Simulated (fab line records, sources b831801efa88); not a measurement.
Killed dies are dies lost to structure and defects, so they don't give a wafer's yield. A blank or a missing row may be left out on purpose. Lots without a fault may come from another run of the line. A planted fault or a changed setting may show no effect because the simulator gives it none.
A struck lot beside a sound one | flow sfq_line | 15 steps out of a route of 325
Sound: wafers L160.2, L160.3, L160.6. Struck: wafer L169.3. (L169.1, L169.2 of the same lot were not struck and are left out.) The cause comes at the end.
At each step with rows: each side's tool, then ch and its chambers, then its first start. Under that, the readings that differ: sound wafers | struck wafers | difference of the means | sigmas: that difference in standard deviations of wafers without a fault.
alike: readings whose means differ by less than 2 such deviations, and words and numbers that are the same on both sides. not compared: withheld readings, readings that some wafer has no value for, bounds like >300 that may hide the same value, and numbers for which the record gives no deviation and whose values overlap.
The two part at a step that has a row with sigmas, a row that says differs or no value, or rows on one side only. Numbers that don't overlap but have no deviation are shown without sigmas and don't part them. A reading that every wafer of one side lacks parts them only if that side has two wafers or more.

SFQ_TRILAYER_L0_BARC_OPEN_METAL_ETCH_010: etches BARC in O2, target depth 125 nm, time 41.7 s.
  sound on rie_metal-04 ch 0,1, day 5 17:23; struck on rie_metal-04 ch 1, day 8 00:34
  alike: drypump_motor_current_A, oes_product_au
  not compared: rf_hours_counter_h
SFQ_TRILAYER_L0_ETCH_METAL_ETCH_008: etches MoNx KI in SF6/O2, stops on SiO2, target depth 50 nm, time 25 s.
  sound on rie_metal-04 ch 0,1, day 5 17:26; struck on rie_metal-04 ch 1, day 8 00:38
  alike: drypump_motor_current_A, oes_product_au
  not compared: rf_hours_counter_h
SFQ_TRILAYER_L0_STRIP_STRIP_009: strips in O2.
  sound on rie_metal-04 ch 0,1, day 5 17:29; struck on rie_metal-04 ch 1, day 8 00:41
  alike: drypump_motor_current_A, oes_product_au
  not compared: rf_hours_counter_h
then, 1 step without rows for these wafers: SFQ_TRILAYER_L0_STRIP_SOLV_CLEAN_010 (cleans in NMP, time 600 s).
SFQ_TRILAYER_L0_CAP_PECVD_011: deposits SiO2 from SiH4/N2O, time 13.333 s, target thk 60 nm.
  sound on pecvd-03 ch 0,1, day 5 18:17; struck on pecvd-01 ch 2, day 8 01:27
  alike: heater_power_w, throttle_valve_pct
then, 6 steps without rows for these wafers: SFQ_TRILAYER_L0_VIA_LITHO_COAT_018 (resist thk 62 nm); SFQ_TRILAYER_L0_VIA_LITHO_COAT_013 (resist thk 650 nm); SFQ_TRILAYER_L0_VIA_LITHO_SOFTBAKE_017; SFQ_TRILAYER_L0_VIA_LITHO_EXPOSE_014 (exposes mask L0V, target cd 700 nm); SFQ_TRILAYER_L0_VIA_LITHO_PEB_016 (peb time 60 s); SFQ_TRILAYER_L0_VIA_LITHO_DEVELOP_015 (time 60 s).
-- the record jumps here: 4 days lie between the struck wafers' starts before and after --
SFQ_L0V_OVL_MEAS_903:
  sound on overlay-02, day 8 19:20; struck on overlay-02, day 11 14:40
  alike: L0V_OVL
SFQ_TRILAYER_L0_VIA_BARC_OPEN_VIA_ETCH_021: etches BARC in O2, target depth 125 nm, time 41.7 s.
  sound on rie_diel-04 ch 1,2,3, day 8 19:22; struck on rie_diel-04 ch 0, day 11 14:42
  reading                                                 | sound             | struck | difference | sigmas
  model.KrF_of_TRILAYER_L0_VIA_LITHO_COAT_013.thk_nm (nm) | 575.5 575.8 576.9 | 550.4  | -25.7      |
  alike: drypump_motor_current_A, oes_product_au
  not compared: rf_hours_counter_h
SFQ_TRILAYER_L0_VIA_ETCH_VIA_ETCH_016: etches SiO2 in CHF3, stops on MoNx KI, target depth 80 nm.
  sound on rie_diel-04 ch 1,2,3, day 8 19:24; struck on rie_diel-04 ch 0, day 11 14:44
  reading                                                 | sound             | struck | difference | sigmas
  model.KrF_of_TRILAYER_L0_VIA_LITHO_COAT_013.thk_nm (nm) | 561.9 562.1 563.2 | 536.6  | -25.8      |
  alike: drypump_motor_current_A, oes_product_au
SFQ_TRILAYER_L0_VIA_STRIP_STRIP_017: strips in O2.
  sound on rie_metal-04 ch 0,1, day 8 19:26; struck on rie_metal-01 ch 1, day 11 14:47
  alike: drypump_motor_current_A, oes_product_au
  not compared: rf_hours_counter_h

WHERE THEY PART
Nowhere in this record.

WHY: what the simulator had put in
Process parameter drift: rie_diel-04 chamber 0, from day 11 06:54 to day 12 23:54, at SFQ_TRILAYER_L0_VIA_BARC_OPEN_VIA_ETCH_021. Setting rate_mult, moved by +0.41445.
